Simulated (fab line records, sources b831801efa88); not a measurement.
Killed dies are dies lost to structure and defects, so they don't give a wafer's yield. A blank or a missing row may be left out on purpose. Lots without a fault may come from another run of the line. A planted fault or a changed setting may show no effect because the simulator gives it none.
A struck lot beside a sound one | flow sky130 | 31 steps out of a route of 708
Sound: wafers L412.3, L412.5, L412.6. Struck: wafers L419.3, L419.5, L419.6. The cause comes at the end.
At each step with rows: each side's tool, then ch and its chambers, then its first start. Under that, the readings that differ: sound wafers | struck wafers | difference of the means | sigmas: that difference in standard deviations of wafers without a fault.
alike: readings whose means differ by less than 2 such deviations, and words and numbers that are the same on both sides. not compared: withheld readings, readings that some wafer has no value for, bounds like >300 that may hide the same value, and numbers for which the record gives no deviation and whose values overlap.
The two part at a step that has a row with sigmas, a row that says differs or no value, or rows on one side only. Numbers that don't overlap but have no deviation are shown without sigmas and don't part them. A reading that every wafer of one side lacks parts them only if that side has two wafers or more.

SKY_FIELD_ISO_BOW_MEAS_00:
  sound on film_metro-02, day 1 20:02; struck on film_metro-04, day 3 07:02
  alike: INCOMING_BOW
then, 1 step without rows for these wafers: SKY_FIELD_ISO_OXIDATION_01 (stabilise 600 s, purge 300 s, target thk 12 nm).
SKY_FIELD_ISO_THK_MEAS_02:
  sound on film_metro-04, day 1 21:58; struck on film_metro-02, day 3 08:57
  alike: FIELD_ISO_OXIDATION_00_THK
SKY_FIELD_ISO_CVD_03: deposits Si3N4 from DCS/NH3, target thk 165 nm, time 2830 s.
  sound on lpcvd-02 ch 1, day 2 01:28; struck on lpcvd-02 ch 0, day 3 08:59
  reading                                     | sound             | struck            | difference | sigmas
  pressure_mtorr (mTorr)                      | 249.8 250.5 250.2 | 200.2 200.0 199.7 | -50.2      | -99 or more
  model.Si3N4_of_FIELD_ISO_CVD_03.thk_nm (nm) | 163.6 162.8 162.7 | 156 155.2 156.3   | -7         |
SKY_FIELD_ISO_THK_MEAS_04:
  sound on film_metro-04, day 2 04:10; struck on film_metro-02, day 3 10:48
  reading                   | sound             | struck            | difference | sigmas
  FIELD_ISO_CVD_03_THK (nm) | 163.6 162.8 162.6 | 155.9 155.3 156.3 | -7.2       | -6
then, 8 steps without rows for these wafers: SKY_FIELD_ISO_DEHYDRATE_05 (time 60 s); SKY_FIELD_ISO_HMDS_06 (prime time 60 s); SKY_FIELD_ISO_COAT_07 (resist thk 60 nm); SKY_FIELD_ISO_COAT_08 (resist thk 450 nm); SKY_FIELD_ISO_SOFTBAKE_09 (time 90 s); SKY_FIELD_ISO_EXPOSE_10 (exposes mask FOM, target cd 150 nm); SKY_FIELD_ISO_PEB_11; SKY_FIELD_ISO_DEVELOP_12 (develop time 60 s).
SKY_FIELD_ISO_CD_MEAS_13: target cd 150 nm.
  sound on cd_sem-01, day 2 18:28; struck on cd_sem-02, day 4 03:04
  alike: cd_nm
SKY_FIELD_ISO_ETCH_14: etches BARC in N2/H2, stops on SiO2, time 45.9 s, target depth 60 nm.
  sound on rie_diel-04 ch 0,3, day 2 18:33; struck on rie_diel-04 ch 0,3, day 4 03:09
  alike: drypump_motor_current_A, n2_flow_sccm, oes_product_au, throttle_valve_pct
  not compared: rf_hours_counter_h
SKY_FIELD_ISO_ETCH_15: etches the open film in CHF3/O2, stops on Si, target depth 180 nm, time 72 s.
  sound on rie_diel-04 ch 0,3, day 2 18:35; struck on rie_diel-04 ch 0,3, day 4 03:11
  reading                  | sound             | struck            | difference | sigmas
  oes_product_au (a.u.)    | 0.942 0.934 0.940 | 0.914 0.911 0.914 | -0.026     | -4
  model.etch.depth_nm (nm) | 163.6 162.8 162.7 | 156 155.2 156.3   | -7         |
  alike: drypump_motor_current_A, throttle_valve_pct
  not compared: rf_hours_counter_h
SKY_FIELD_ISO_STRIP_16: strips in O2/N2.
  sound on plasma_asher-04 ch 0,1, day 2 18:41; struck on plasma_asher-02 ch 0,1, day 4 03:17
  alike: drypump_motor_current_A, n2_flow_sccm, oes_product_au, strip_time_to_endpoint_s
  not compared: rf_hours_counter_h
SKY_FIELD_ISO_ETCH_17: etches Si in HBr/Cl2/O2, target depth 342 nm, time 97.7 s.
  sound on rie_si-02 ch 1,2,3, day 2 18:45; struck on rie_si-02 ch 1,2,3, day 4 03:21
  alike: drypump_motor_current_A, oes_product_au, throttle_valve_pct
  not compared: rf_hours_counter_h
then, 5 steps without rows for these wafers: SKY_FIELD_ISO_WET_ETCH_18 (etches Si3N4 in H3PO4, target depth 25 nm, time 286 s); SKY_FIELD_ISO_CLEAN_19 (cleans in SC1/SC2, time 150 s); SKY_FIELD_ISO_CLEAN_20 (cleans in dHF, time 20 s); SKY_FIELD_ISO_WET_ETCH_21 (etches SiO2 in dHF, target depth 20 nm, time 400 s); SKY_FIELD_ISO_OXIDATION_22 (stabilise 600 s, purge 300 s, target thk 10 nm).
SKY_FIELD_ISO_THK_MEAS_23:
  sound on film_metro-02, day 2 20:20; struck on film_metro-03, day 4 05:45
  alike: FIELD_ISO_OXIDATION_01_THK
then, 1 step without rows for these wafers: SKY_FIELD_ISO_CVD_24 (deposits SiO2, target thk 595 nm, time 99.2 s).
SKY_FIELD_ISO_THK_MEAS_25:
  sound on film_metro-04, day 2 20:28; struck on film_metro-04, day 4 05:53
  alike: FIELD_ISO_CVD_24_THK
then, 1 step without rows for these wafers: SKY_FIELD_ISO_ANNEAL_26 (time 1800 s).
SKY_FIELD_ISO_CMP_27: polishes, stops on Si3N4, t overpolish 16 s, target thk 457.8 nm.
  sound on cmp-01 ch 0,1,3, day 2 22:15; struck on cmp-01 ch 2,3, day 4 07:29
  alike: edge_zone_pressure_frac, motor_current_A
SKY_FIELD_ISO_WET_ETCH_28: etches SiO2 in dHF, target depth 23.7 nm, time 47 s.
  sound on wet_bench-02 ch 3, day 2 22:27; struck on wet_bench-01 ch 0, day 4 07:44
  reading                                     | sound           | struck            | difference | sigmas
  model.Si3N4_of_FIELD_ISO_CVD_03.thk_nm (nm) | 118 117.4 117.1 | 109.9 109.3 110.6 | -7.6       |
then, 1 step without rows for these wafers: SKY_FIELD_ISO_WET_ETCH_29 (etches Si3N4 in H3PO4, target depth 160 nm, time 1825 s).
-- the record jumps here: 44 days lie between the struck wafers' starts before and after (it left off in module FIELD_ISO and takes up again in module PAD_OPEN, whose first step shown is number 708 of the route) --
SKY_PAD_OPEN_PROBE_99:
  sound on prober-01, day 46 02:22; struck on prober-01, day 47 20:58
  reading                      | sound            | struck           | difference | sigmas
  model.etest.field_n.vt_v (V) | 36.12 35.9 36.02 | 35.09 35.36 35.1 | -0.83      |
  alike: killed_at_M0_to_M3, killed_at_M4_up, killed_at_contacts, killed_at_front_end, killed_at_other, killed_dies, killed_open, killed_short
  not compared: model.etest.cap_li_to_poly.c_af_um2, model.etest.cap_poly_to_well.c_af_um2, model.etest.sram_nfet_pass.off_log10_a_um

WHERE THEY PART
First at SKY_FIELD_ISO_CVD_03; last, within this record, at SKY_FIELD_ISO_ETCH_15. Later steps at which nothing parts them and some readings are alike: SKY_FIELD_ISO_STRIP_16, SKY_FIELD_ISO_ETCH_17, SKY_FIELD_ISO_THK_MEAS_23, SKY_FIELD_ISO_THK_MEAS_25, SKY_FIELD_ISO_CMP_27, SKY_PAD_OPEN_PROBE_99.

WHY: what the simulator had put in
Process parameter drift: lpcvd-02, from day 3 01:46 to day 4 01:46, at SKY_FIELD_ISO_CVD_03. Setting pressure_mtorr, moved by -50, from 250. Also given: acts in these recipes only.
